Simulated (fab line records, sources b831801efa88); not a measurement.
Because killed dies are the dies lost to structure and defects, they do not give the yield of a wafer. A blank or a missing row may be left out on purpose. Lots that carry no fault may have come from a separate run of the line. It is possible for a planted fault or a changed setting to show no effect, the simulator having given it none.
One fault seen from 2 desks / flow sky130 / what lay behind the numbers comes last; until then each desk has only its own

AT THE METROLOGY DESK
What the gauges read for every lot (on any tool): the sampled wafers with a number, averaged. The brackets show how far a lot's mean lies from the usual mean; more than 4 standard deviations puts the lot out of limits, marked OUT.
Columns: A = VT_ADJUST_PCH_TW at SKY_VT_ADJUST_PCH_TW_MEAS_10, usual 142.6
lot=L798; first seen here=day 10 13:09; A=141.0
lot=L800; first seen here=day 10 23:10; A=144.3
lot=L801; first seen here=day 11 07:56; A=141.1
lot=L802; first seen here=day 11 17:28; A=143.0
lot=L804; first seen here=day 12 06:38; A=143.2
lot=L806; first seen here=day 12 16:54; A=143.6
lot=L807; first seen here=day 13 05:54; A=144.3
lot=L814; first seen here=day 15 21:59; A=143.6
lot=L815; first seen here=day 16 02:52; A=140.8
lot=L816; first seen here=day 16 03:53; A=140.8
lot=L817; first seen here=day 16 13:37; A=143.1
lot=L818; first seen here=day 16 22:22; A=140.9
lot=L819; first seen here=day 17 18:49; A=143.6
lot=L820; first seen here=day 18 01:08; A=141.2
This desk's finding: nothing out of limits on any of the 14 lots.

TOOL OWNER'S DESK, rie_si-02
The tool's own readings at SKY_POLY_GATE_ETCH_17 (etches poly-Si in HBr/Cl2, stops on SiO2, target depth 180 nm, time 70.5 s): means of the sampled wafers that have a number, for each lot that ran on this tool. The brackets show how far a lot's mean lies from the usual mean; more than 4 standard deviations puts the lot out of limits, marked OUT.
Columns: A = drypump_motor_current_A at SKY_POLY_GATE_ETCH_17, usual 6.1 A; B = he_backside_leak_sccm at SKY_POLY_GATE_ETCH_17, usual 2.72 sccm; C = oes_product_au at SKY_POLY_GATE_ETCH_17, usual 0.984 a.u.; D = throttle_valve_pct at SKY_POLY_GATE_ETCH_17, usual 33.683 %
lot=L798; first seen here=day 16 11:04; A=5.7; B=2.63; C=0.980; D=33.684
lot=L802; first seen here=day 18 01:51; A=5.9; B=2.50; C=0.981; D=33.680
lot=L804; first seen here=day 18 14:21; A=6.2; B=2.75; C=0.985; D=33.693
lot=L806; first seen here=day 19 02:30; A=6.4; B=2.69; C=1.002; D=33.678
lot=L807; first seen here=day 19 16:04; A=5.8; B=2.44; C=0.995; D=33.679
lot=L815; first seen here=day 22 23:31; A=5.9; B=2.65; C=0.981; D=33.688
lot=L817; first seen here=day 23 09:01; A=6.1; B=2.94; C=0.989; D=33.669
lot=L819; first seen here=day 24 22:16; A=6.1; B=2.83; C=0.987; D=33.682
lot=L820; first seen here=day 24 23:18; A=6.2; B=2.84; C=0.983; D=33.679
This desk's finding: nothing out of limits on any of the 9 lots.

BROUGHT TOGETHER
From the metrology desk's view, nothing was out of limits.
The desk of the tool owner found nothing out of limits.

WHAT THE SIMULATOR HAD PUT IN
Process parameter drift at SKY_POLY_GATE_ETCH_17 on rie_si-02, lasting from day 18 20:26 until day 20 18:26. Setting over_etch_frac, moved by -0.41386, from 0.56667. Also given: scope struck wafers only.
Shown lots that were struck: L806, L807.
